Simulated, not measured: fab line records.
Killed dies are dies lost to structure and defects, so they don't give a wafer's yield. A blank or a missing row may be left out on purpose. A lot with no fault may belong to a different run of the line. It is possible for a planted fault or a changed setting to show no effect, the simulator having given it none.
Problem report in the 8D (eight disciplines) form, filled by code | flow gf180mcu | the parts of the form that need people (team, actions taken, sign-off) are left out

== 1. WHAT IS WRONG ==
GF_SAB_WET_ETCH_12, run_length_s: mean 231 s on 3 wafers (1 lot); fault-free wafers 468 s, standard deviation 3.6. That puts it -66 standard deviations away from the usual mean.
The step: etches SiO2 in dHF, target depth 22 nm, time 440 s.
Seen first at day 18 06:58 on wet_bench-03, wafer L315.2. The record has a number at this step for 15 wafers belonging to 5 lots. By rule, "out" or "out of limits" means more than 4 standard deviations away from the usual mean. The rest of the wafers with a number are treated as sound.

== 2. WHAT THIS IS AND IS NOT ==
question                    | is                     | is not
which readings at this step | run_length_s           | temp_c
which lots                  | L315                   | L309, L323, L326, L330
which wafers of those lots  | all that have a number | -
read on which tools         | wet_bench-03           | wet_bench-04
when                        | from day 18 06:58      | up to then (3 sound wafers); but 9 sound wafers of L323, L326, L330 came after

== 3. THE SUSPECTS, EACH WITH WHAT RULES IT OUT ==
Counting: a tool at any process step up to the reading remains a suspect when it ran all the lots that are out and ran no sound lot after the first of those.
- pecvd-01 at GF_SAB_CVD_00 (deposits SiO2 from TEOS, target thk 50 nm, time 4.9302 s): kept. It ran the lot that is out, L315 (day 17 08:25), and no sound lot after that.
- rie_diel-01 at GF_SAB_ETCH_11 (etches SiO2 in C4F8/O2/Ar, target depth 55 nm, time 8.5 s): ruled out as a lasting fault. Sound lots L323, L326 ran on it after its first lot that is out, L315 (day 18 06:57).
- wet_bench-03 at GF_SAB_WET_ETCH_12 (etches SiO2 in dHF, target depth 22 nm, time 440 s): ruled out as a lasting fault. Sound lots L326, L330 ran on it after its first lot that is out, L315 (day 18 06:58).
Left after counting: pecvd-01 at GF_SAB_CVD_00.

== 4. THE CAUSE (what the simulator had put in) ==
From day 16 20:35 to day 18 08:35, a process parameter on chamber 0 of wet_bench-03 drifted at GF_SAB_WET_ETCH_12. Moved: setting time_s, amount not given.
Counting ruled it out, wrongly.

== 5. THE CHAIN OF EFFECTS, in route order ==
Each row: a reading where the mean over the struck wafers with a number is more than 3 standard deviations away from the usual. Readings are gone through only where the record gives a usual standard deviation; hours: the median, over the lots, of the time from a lot's start at the first step in this table giving one to that lot's start at this step; sigmas: the change measured in usual standard deviations.
hours | step               | reading      | usual | on struck wafers | change | sigmas
0     | GF_SAB_WET_ETCH_12 | run_length_s | 468 s | 231              | -237   | -66
The process steps in it:
- GF_SAB_WET_ETCH_12: etches SiO2 in dHF, target depth 22 nm, time 440 s.

== 6. HOW IT WOULD HAVE BEEN CAUGHT EARLIER ==
34 hours passed between the start of the fault at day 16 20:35 and the first reading out of limits in this record, taken at day 18 06:58.
